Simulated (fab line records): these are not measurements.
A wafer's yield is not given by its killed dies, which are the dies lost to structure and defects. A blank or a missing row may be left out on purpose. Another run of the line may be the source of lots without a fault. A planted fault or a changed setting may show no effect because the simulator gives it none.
Comparing a struck lot with a sound one || flow sky130 || 18 out of 708 route steps
Sound: wafers L796.3, L796.4, L796.5. Struck: wafer L809.5 (L809.4, L809.6, from the same lot, were not struck and are left out); the cause is given at the end.
At each step with rows: each side's tool, then ch and its chambers, then its first start. Under that, the readings that differ: sound wafers || struck wafers || difference of the means || sigmas: that difference in standard deviations of wafers without a fault.
alike: readings with means less than 2 such deviations apart, plus words and numbers identical on both sides. not compared: withheld readings, readings lacking a value on some wafer, bounds such as >300 that could conceal the same value, and numbers that have no deviation in the record and whose values overlap.
A row with sigmas, a row that says differs or no value, or rows on one side alone: a step with any of these is where the two part. Numbers that don't overlap but have no deviation are shown without sigmas and don't part them. A reading that every wafer of one side lacks parts them only if that side has two wafers or more.

first, 2 steps without rows for these wafers: SKY_CONTACT_PEB_12; SKY_CONTACT_DEVELOP_13 (develop time 60 s).
SKY_CONTACT_CD_MEAS_14: the cd target is 170 nm.
  sound on cdSem-01 at day 33 07:40; struck on cdSem-01 at day 36 22:42
  alike: cdNm
SKY_CONTACT_OVL_MEAS_15:
  sound on overlay-02 at day 33 07:46; struck on overlay-01 at day 36 22:47
  alike: CONTACT_OVL
SKY_CONTACT_ETCH_16: etches BARC in N2/H2, stops on SiO2, time 45.9 s, target depth 60 nm.
  sound on rieDiel-03 ch 1,2, day 33 07:47; struck on rieDiel-02 ch 0, day 36 22:48
  alike: chamberPressureMTorr, drypumpMotorCurrentA, h2FlowSccm, oesProductAu, throttleValvePct
  not compared: rfHoursCounterH
SKY_CONTACT_ETCH_17: etches SiO2 in C4F8/O2/Ar, stops on Si3N4, target depth 340 nm.
  sound on rieDiel-03 ch 1,2, day 33 07:50; struck on rieDiel-02 ch 0, day 36 22:50
  alike: chamberPressureMTorr, oesProductAu
then, 1 step without rows for these wafers: SKY_CONTACT_ETCH_18 (etches Si3N4 in CHF3/O2, stops on TiN, time 39 s, target depth 75 nm).
SKY_CONTACT_STRIP_19: strips in O2/N2.
  sound on plasmaAsher-01 ch 0,1, day 33 07:58; struck on plasmaAsher-02 ch 0, day 36 22:58
{"reading": "drypumpMotorCurrentA (A)", "sound": "6.4 5.8 6.4", "struck": 5.5, "difference": -0.7, "sigmas": -2}
  alike: chamberPressureMTorr, oesProductAu, stripTimeToEndpointS
  not compared: rfHoursCounterH
then, 3 steps without rows for these wafers: SKY_CONTACT_STRIP_20 (strips in post etch residue remover, time 1200 s); SKY_CONTACT_CLEAN_21 (cleans in IPA, time 180 s); SKY_CONTACT_CLEAN_22 (cleans in O3/DIW).
SKY_CONTACT_SPUTTER_23: material TiN, target thk 20 nm, time 80 s.
  sound on pvdSputter-02 at day 33 08:31; struck on pvdSputter-03 at day 36 23:31
  alike: throttleValvePct
SKY_CONTACT_CVD_24: deposits W, target thk 340 nm, time 102.12 s.
  sound on cvdW-01 ch 0,1, day 33 08:37; struck on cvdW-01 ch 1, day 36 23:37
{"reading": "model.W_of_CONTACT_CVD_24.thkNm (nm)", "sound": "338.6 344.8 341.5", "struck": 498.6, "difference": "+157.0", "sigmas": ""}
  alike: heaterPowerW
SKY_CONTACT_RS_MEAS_25: measures by four-point-probe.
  sound on filmMetro-01 at day 33 08:44; struck on filmMetro-02 at day 36 23:45
{"reading": "CONTACT_W_RS (ohm/sq)", "sound": "0.339 0.333 0.336", "struck": 0.229, "difference": -0.107, "sigmas": -29}
SKY_CONTACT_THK_MEAS_26: measures by xrf.
  sound on filmMetro-01 at day 33 08:50; struck on filmMetro-02 at day 36 23:50
{"reading": "CONTACT_W_THK (nm)", "sound": "340 347 344", "struck": 523, "difference": "+179", "sigmas": "+33"}
SKY_CONTACT_CMP_27: polishes, stops on SiO2, t overpolish 15 s, target thk 0 nm.
  sound on cmp-01 ch 0,1,3, day 33 08:52; struck on cmp-01 ch 0, day 37 02:52
{"reading": "timeToEndpointS (s)", "sound": "76 81 78", "struck": 116, "difference": "+38", "sigmas": "+10"}
  alike: motorCurrentA
SKY_METAL1_SPUTTER_00: material Ti, target thk 15 nm, time 10 s.
  sound on pvdSputter-04 at day 33 09:10; struck on pvdSputter-02 at day 37 03:01
  alike: throttleValvePct
-- the record jumps here: 13 days lie between the struck wafers' starts before and after (it left off in module METAL1 and takes up again in module PAD_OPEN, whose first step shown is number 708 of the route) --
SKY_PAD_OPEN_PROBE_99:
  only the struck wafers here have rows in the record (prober-02, day 49 17:28); the sound ones have none

## WHERE THEY PART
Last at SKY_PAD_OPEN_PROBE_99 as far as this record goes, first at SKY_CONTACT_STRIP_19.

WHY: what the simulator had put in
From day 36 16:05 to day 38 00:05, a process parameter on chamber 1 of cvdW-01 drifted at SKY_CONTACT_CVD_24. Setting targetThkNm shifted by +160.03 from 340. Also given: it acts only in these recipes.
